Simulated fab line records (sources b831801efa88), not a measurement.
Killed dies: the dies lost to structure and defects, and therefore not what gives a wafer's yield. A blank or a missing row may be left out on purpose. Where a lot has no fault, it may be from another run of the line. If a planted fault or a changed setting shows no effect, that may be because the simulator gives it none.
Struck lot and sound lot, side by side    flow sky130    43 out of 708 route steps
Sound: the wafers L264.1, L264.2, L264.3. The struck wafers were L278.1, L278.5, L278.6. The cause is named last.
At each step with rows: each side's tool, then ch and its chambers, then its first start. Under that, the readings that differ: sound wafers    struck wafers    difference of the means    sigmas: that difference in standard deviations of wafers without a fault.
alike: a reading whose means differ by less than 2 such deviations, as well as words and numbers matching on both sides. not compared: withheld readings; readings where some wafer has no value; bounds like >300 that might hide an equal value; numbers whose values overlap and for which the record gives no deviation.
Wherever a step has rows on one side only, a row that says differs or no value, or a row with sigmas, the two part there. Non-overlapping numbers with no deviation appear without sigmas and do not part them. A reading missing from all wafers of one side parts the sides only when that side holds two or more wafers.

SKY_METAL5_SPUTTER_04: material TiN, target thk 70 nm, time 58.3 s.
  sound on pvd_sputter-04 at day 44 15:26; struck on pvd_sputter-04 at day 47 12:57
  alike: throttle_valve_pct
SKY_METAL5_RS_MEAS_05: a four-point-probe measurement.
  sound on film_metro-01 at day 44 15:29; struck on film_metro-01 at day 47 13:00
  alike: METAL5_ALCU_RS
SKY_METAL5_THK_MEAS_06: measures by xrf.
  sound on film_metro-01 at day 44 15:36; struck on film_metro-01 at day 47 13:07
  alike: METAL5_ALCU_THK
then, 7 steps without rows for these wafers: SKY_METAL5_DEHYDRATE_07 (time 60 s); SKY_METAL5_HMDS_08 (prime time 60 s); SKY_METAL5_COAT_09 (resist thk 1800 nm); SKY_METAL5_SOFTBAKE_10 (time 60 s); SKY_METAL5_EXPOSE_11 (exposes mask MM5, target cd 1600 nm); SKY_METAL5_PEB_12; SKY_METAL5_DEVELOP_13 (develop time 60 s).
SKY_METAL5_DESCUM_14: chemistry O2, time 11 s.
  sound on rie_metal-02 ch 0,1, day 45 13:01; struck on rie_metal-01 ch 0,1, day 48 09:10
  alike: drypump_motor_current_A, oes_product_au, temp_c
  not compared: rf_hours_counter_h
SKY_METAL5_METAL_ETCH_15: etches the open film in Cl2/BCl3, stops on SiO2, target depth 1260 nm, time 252 s.
  sound on rie_metal-02 ch 0,1, day 45 13:03; struck on rie_metal-01 ch 0,1, day 48 09:12
  alike: drypump_motor_current_A, oes_product_au, throttle_valve_pct
  not compared: rf_hours_counter_h
SKY_METAL5_STRIP_16: strips in O2/N2.
  sound on plasma_asher-02 ch 0,1, day 45 13:17; struck on plasma_asher-02 ch 0,1, day 48 09:26
  alike: drypump_motor_current_A, oes_product_au, strip_time_to_endpoint_s
  not compared: rf_hours_counter_h
then, 4 steps without rows for these wafers: SKY_METAL5_STRIP_17 (strips in post etch residue remover, time 1200 s); SKY_METAL5_CLEAN_18 (cleans in IPA, time 180 s); SKY_METAL5_CLEAN_19 (cleans in O3/DIW); SKY_PASSIVATION_CVD_00 (deposits SiO2, target thk 90 nm).
SKY_PASSIVATION_THK_MEAS_01:
  sound on film_metro-01 at day 45 14:16; struck on film_metro-01 at day 48 10:03
  alike: PASSIVATION_CVD_00_THK
then, 1 step without rows for these wafers: SKY_PASSIVATION_CVD_02 (deposits Si3N4, target thk 540 nm).
SKY_PASSIVATION_THK_MEAS_03:
  sound on film_metro-01 at day 45 14:33; struck on film_metro-01 at day 48 10:20
  alike: PASSIVATION_CVD_02_THK
then, 7 steps without rows for these wafers: SKY_PASSIVATION_DEHYDRATE_04 (time 60 s); SKY_PASSIVATION_HMDS_05 (prime time 60 s); SKY_PASSIVATION_COAT_06 (resist thk 3000 nm); SKY_PASSIVATION_SOFTBAKE_07; SKY_PASSIVATION_EXPOSE_08 (exposes mask NSM, target cd 3000 nm); SKY_PASSIVATION_PEB_09; SKY_PASSIVATION_DEVELOP_10 (develop time 60 s).
SKY_PASSIVATION_ETCH_11: etches the open film in CF4/O2, stops on AlCu, target depth 725 nm, time 161.1 s.
  sound on rie_diel-04 ch 1,2,3, day 46 10:49; struck on rie_diel-03 ch 1,2, day 49 04:24
  alike: drypump_motor_current_A, oes_product_au, throttle_valve_pct
  not compared: rf_hours_counter_h
then, 8 steps without rows for these wafers: SKY_PASSIVATION_STRIP_12 (strips in O2/N2); SKY_PAD_OPEN_DEHYDRATE_00 (time 60 s); SKY_PAD_OPEN_HMDS_01 (prime time 60 s); SKY_PAD_OPEN_COAT_02 (resist thk 3000 nm); SKY_PAD_OPEN_SOFTBAKE_03; SKY_PAD_OPEN_EXPOSE_04 (exposes mask PDM, target cd 60000 nm); SKY_PAD_OPEN_PEB_05; SKY_PAD_OPEN_DEVELOP_06 (develop time 60 s).
SKY_PAD_OPEN_ETCH_07: etches the open film in CF4/O2, stops on AlCu, target depth 725 nm, time 161.1 s.
  sound on rie_diel-04 ch 0,1,3, day 47 06:33; struck on rie_diel-04 ch 0,3, day 49 21:43
  alike: drypump_motor_current_A, oes_product_au, throttle_valve_pct
  not compared: rf_hours_counter_h
then, 5 steps without rows for these wafers: SKY_PAD_OPEN_STRIP_08 (strips in O2/N2); SKY_PAD_OPEN_STRIP_09 (strips in post etch residue remover, time 1200 s); SKY_PAD_OPEN_CLEAN_10 (cleans in IPA, time 180 s); SKY_PAD_OPEN_CLEAN_11 (cleans in O3/DIW); SKY_PAD_OPEN_ANNEAL_12.
SKY_PAD_OPEN_PROBE_99:
  rows exist in the record for the struck wafers here (prober-02, day 50 00:26), but not for the sound ones

WHERE THEY PART
At SKY_PAD_OPEN_PROBE_99 and nowhere else, as far as this record goes.

WHY: what had been put in by the simulator
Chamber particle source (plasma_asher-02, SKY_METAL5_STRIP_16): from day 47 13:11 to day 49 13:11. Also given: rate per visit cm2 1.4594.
